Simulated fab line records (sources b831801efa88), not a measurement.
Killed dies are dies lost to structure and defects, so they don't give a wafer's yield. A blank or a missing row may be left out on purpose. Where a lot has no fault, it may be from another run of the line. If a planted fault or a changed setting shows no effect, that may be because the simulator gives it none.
Which tool is to blame? || flow sky130 || 36 wafers from 12 lots sampled at 2 of the route's 708 steps

WHAT THE GAUGES SHOWED, per wafer
SKY_CONTACT_THK_MEAS_01. Usual: for CONTACT_CVD_00_THK the level is 74.8 nm and the standard deviation is 0.92.
{"lot": "L276", "measured": "day 30 01:44", "on": "film-metro-02", "CONTACT_CVD_00_THK (nm)": "74.5 75.2 74.9", "flag": ""}
{"lot": "L277", "measured": "day 30 05:08", "on": "film-metro-02", "CONTACT_CVD_00_THK (nm)": "74.1 73.0 74.6", "flag": ""}
{"lot": "L278", "measured": "day 30 23:05", "on": "film-metro-02", "CONTACT_CVD_00_THK (nm)": "75.8 75.2 75.9", "flag": ""}
{"lot": "L279", "measured": "day 31 07:14", "on": "film-metro-03", "CONTACT_CVD_00_THK (nm)": "73.1 73.9 74.2", "flag": ""}
{"lot": "L280", "measured": "day 31 13:48", "on": "film-metro-03", "CONTACT_CVD_00_THK (nm)": "74.2 74.2 75.2", "flag": ""}
{"lot": "L282", "measured": "day 32 08:48", "on": "film-metro-03", "CONTACT_CVD_00_THK (nm)": "74.4 74.5 75.5", "flag": ""}
{"lot": "L283", "measured": "day 32 14:34", "on": "film-metro-01", "CONTACT_CVD_00_THK (nm)": "74.0 75.3 75.1", "flag": ""}
{"lot": "L287", "measured": "day 34 00:22", "on": "film-metro-01", "CONTACT_CVD_00_THK (nm)": "73.8 75.6 75.4", "flag": ""}
{"lot": "L288", "measured": "day 34 16:21", "on": "film-metro-01", "CONTACT_CVD_00_THK (nm)": "74.2 74.4 75.8", "flag": ""}
{"lot": "L289", "measured": "day 34 08:36", "on": "film-metro-01", "CONTACT_CVD_00_THK (nm)": "74.2 74.4 74.6", "flag": ""}
{"lot": "L291", "measured": "day 35 07:20", "on": "film-metro-02", "CONTACT_CVD_00_THK (nm)": "74.4 76.5 76.6", "flag": ""}
{"lot": "L294", "measured": "day 37 09:56", "on": "film-metro-03", "CONTACT_CVD_00_THK (nm)": "73.5 73.9 75.1", "flag": ""}

WHICH TOOL RAN EACH LOT (tool, then ch and the chambers of the sampled wafers, then the start)
{"lot": "L276", "SKY_FIELD_ISO_OXIDATION_01": "furnace-01 ch 0, day 1 10:28"}
{"lot": "L277", "SKY_FIELD_ISO_OXIDATION_01": "furnace-02 ch 0, day 1 16:39"}
{"lot": "L278", "SKY_FIELD_ISO_OXIDATION_01": "furnace-02 ch 0, day 1 21:12"}
{"lot": "L279", "SKY_FIELD_ISO_OXIDATION_01": "furnace-01 ch 0, day 2 01:37"}
{"lot": "L280", "SKY_FIELD_ISO_OXIDATION_01": "furnace-01 ch 0, day 2 06:07"}
{"lot": "L282", "SKY_FIELD_ISO_OXIDATION_01": "furnace-01 ch 0, day 2 16:07"}
{"lot": "L283", "SKY_FIELD_ISO_OXIDATION_01": "furnace-01 ch 0, day 2 21:07"}
{"lot": "L287", "SKY_FIELD_ISO_OXIDATION_01": "furnace-01 ch 0, day 3 17:07"}
{"lot": "L288", "SKY_FIELD_ISO_OXIDATION_01": "furnace-01 ch 0, day 3 22:34"}
{"lot": "L289", "SKY_FIELD_ISO_OXIDATION_01": "furnace-01 ch 0, day 4 03:10"}
{"lot": "L291", "SKY_FIELD_ISO_OXIDATION_01": "furnace-02 ch 0, day 4 14:25"}
{"lot": "L294", "SKY_FIELD_ISO_OXIDATION_01": "furnace-02 ch 0, day 5 04:18"}
- SKY_FIELD_ISO_OXIDATION_01: stabilise 600 s, purge 300 s, target thk 12 nm.

AS READ BY THE TOOLS THEMSELVES (means over the sampled wafers that have a number; for cases with no such wafer, the mark the record gives instead)
SKY_FIELD_ISO_OXIDATION_01. Usual: spike-tc-bottom-C 916.4 C, standard deviation 0.97; spike-tc-lower-C 900.7 C, standard deviation 1; tube_center_temp_C_max 902.3, standard deviation 0.4.
{"lot": "L276", "tool": "furnace-01", "spike-tc-bottom-C (C)": 917.0, "spike-tc-lower-C (C)": 900.9, "tube_center_temp_C_max": 902.2, "flag": ""}
{"lot": "L277", "tool": "furnace-02", "spike-tc-bottom-C (C)": 915.9, "spike-tc-lower-C (C)": 899.7, "tube_center_temp_C_max": 902.0, "flag": ""}
{"lot": "L278", "tool": "furnace-02", "spike-tc-bottom-C (C)": 916.9, "spike-tc-lower-C (C)": 900.1, "tube_center_temp_C_max": 902.5, "flag": ""}
{"lot": "L279", "tool": "furnace-01", "spike-tc-bottom-C (C)": 916.5, "spike-tc-lower-C (C)": 900.8, "tube_center_temp_C_max": 902.0, "flag": ""}
{"lot": "L280", "tool": "furnace-01", "spike-tc-bottom-C (C)": 916.6, "spike-tc-lower-C (C)": 900.8, "tube_center_temp_C_max": 902.8, "flag": ""}
{"lot": "L282", "tool": "furnace-01", "spike-tc-bottom-C (C)": 915.5, "spike-tc-lower-C (C)": 901.7, "tube_center_temp_C_max": 902.6, "flag": ""}
{"lot": "L283", "tool": "furnace-01", "spike-tc-bottom-C (C)": 916.7, "spike-tc-lower-C (C)": 900.3, "tube_center_temp_C_max": 902.3, "flag": ""}
{"lot": "L287", "tool": "furnace-01", "spike-tc-bottom-C (C)": 916.2, "spike-tc-lower-C (C)": 901.3, "tube_center_temp_C_max": 902.5, "flag": ""}
{"lot": "L288", "tool": "furnace-01", "spike-tc-bottom-C (C)": 917.1, "spike-tc-lower-C (C)": 900.8, "tube_center_temp_C_max": 902.4, "flag": ""}
{"lot": "L289", "tool": "furnace-01", "spike-tc-bottom-C (C)": 917.1, "spike-tc-lower-C (C)": 901.9, "tube_center_temp_C_max": 902.3, "flag": ""}
{"lot": "L291", "tool": "furnace-02", "spike-tc-bottom-C (C)": 916.6, "spike-tc-lower-C (C)": 900.8, "tube_center_temp_C_max": 902.4, "flag": ""}
{"lot": "L294", "tool": "furnace-02", "spike-tc-bottom-C (C)": 916.4, "spike-tc-lower-C (C)": 900.2, "tube_center_temp_C_max": 902.3, "flag": ""}

THE ANSWER, worked out from the rows above alone
Rule: a lot counts as off when the mean over its wafers that have a number is more than 3 standard deviations away from the usual mean. Also off: a lot with no number at a reading for which 4 or more lots have one. Any other lot the step has rows for is counted as sound. Order of review: gauges by route order, followed by the tools' own readings, for which a lot's mean as printed above is used. The first step at which some lot is off is used, and at that step the reading that is off furthest; a lot without a number counts as furthest.
No lot is off on any of the readings shown, so nothing can be concluded from this.

WHAT WAS PUT IN BY THE SIMULATOR
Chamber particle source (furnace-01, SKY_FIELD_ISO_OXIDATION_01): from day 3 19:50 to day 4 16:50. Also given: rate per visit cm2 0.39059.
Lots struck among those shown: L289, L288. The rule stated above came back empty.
